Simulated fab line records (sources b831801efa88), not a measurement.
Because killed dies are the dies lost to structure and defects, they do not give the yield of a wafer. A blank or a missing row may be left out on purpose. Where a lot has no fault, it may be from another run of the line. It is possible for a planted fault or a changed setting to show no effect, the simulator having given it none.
Which of the tools did it?    flow sky130    21 wafers from 7 lots sampled at 4 of the route's 708 steps

## WHAT EACH GAUGE READ, for each wafer
SKY_RES_XHIGH_TW_MEAS_09.
lot   measured      on             RES_XHIGH_TW
L834  day 28 04:03  film_metro-02  1648 1651 1655
L836  day 28 12:37  film_metro-03  1636 1644 1641
L838  day 29 04:31  film_metro-03  1647 1651 1655
L840  day 29 22:28  film_metro-02  1665 1663 1661
L845  day 31 16:25  film_metro-01  30 30 30
L848  day 32 13:43  film_metro-02  1664 1664 1667
L856  day 35 00:04  film_metro-02  1663 1671 1669

## WHICH TOOL RAN EACH LOT (tool, then ch and the chambers of the sampled wafers, then the start)
lot   SKY_POLY_GATE_ETCH_16               SKY_SD_P_STRIP_10                     SKY_RES_XHIGH_STRIP_08
L834  rie_diel-02 ch 0,2, day 17 19:22    plasma_asher-01 ch 0,1, day 26 22:27  plasma_asher-04 ch 0,1, day 28 03:57
L836  rie_diel-03 ch 1,3, day 18 02:16    plasma_asher-04 ch 0,1, day 27 07:14  plasma_asher-04 ch 0,1, day 28 12:32
L838  rie_diel-03 ch 0,2,3, day 18 17:40  plasma_asher-02 ch 0,1, day 27 23:16  plasma_asher-03 ch 0,1, day 29 04:25
L840  rie_diel-03 ch 1,2,3, day 19 15:53  plasma_asher-04 ch 0,1, day 28 17:19  plasma_asher-03 ch 0,1, day 29 22:22
L845  rie_diel-02 ch 0,2,3, day 21 10:41  plasma_asher-01 ch 0,1, day 30 11:48  plasma_asher-04 ch 0,1, day 31 16:19
L848  rie_diel-03 ch 0,2,3, day 22 10:49  plasma_asher-04 ch 0,1, day 31 09:13  plasma_asher-01 ch 0,1, day 32 13:37
L856  rie_diel-03 ch 0,1,2, day 25 02:47  plasma_asher-04 ch 0,1, day 33 18:39  plasma_asher-01 ch 0,1, day 34 23:58
- SKY_POLY_GATE_ETCH_16: etches Si3N4 in CH3F/O2, stops on poly-Si, time 147.5 s, target depth 75 nm.
- SKY_SD_P_STRIP_10: strips in O2/N2.
- SKY_RES_XHIGH_STRIP_08: strips in O2/N2.

## THE ANSWER, worked out from the rows above alone
Rule: the lots themselves supply what counts as usual. The widest of any qualifying gaps counts: lots, ordered by their means at a reading, are off when they make up no more than a third of the lots, leave a main group of 4 or more, and stand apart from it by 3 or more times the standard deviation of that group's means. If all means in a main group match to the digits the tables above print for the reading, that group is not used. A lot without any number at a reading at which 4 lots or more have one is off too. All remaining lots with rows at the step are treated as sound.
Off: L845, seen at SKY_RES_XHIGH_TW_MEAS_09 (RES_XHIGH_TW). Main group: mean 1656, sd 9.6.
A tool fits if, at a process step before that reading, it ran every lot that is off, and no sound lot after the first of them. Gauges at SKY_RES_XHIGH_TW_MEAS_09: tried the same way as those tools. Can't be told from this: 4 tools fit, rie_diel-02 at SKY_POLY_GATE_ETCH_16, plasma_asher-01 at SKY_SD_P_STRIP_10, plasma_asher-04 at SKY_RES_XHIGH_STRIP_08, film_metro-01 at SKY_RES_XHIGH_TW_MEAS_09.

## WHAT THE SIMULATOR HAD PUT IN
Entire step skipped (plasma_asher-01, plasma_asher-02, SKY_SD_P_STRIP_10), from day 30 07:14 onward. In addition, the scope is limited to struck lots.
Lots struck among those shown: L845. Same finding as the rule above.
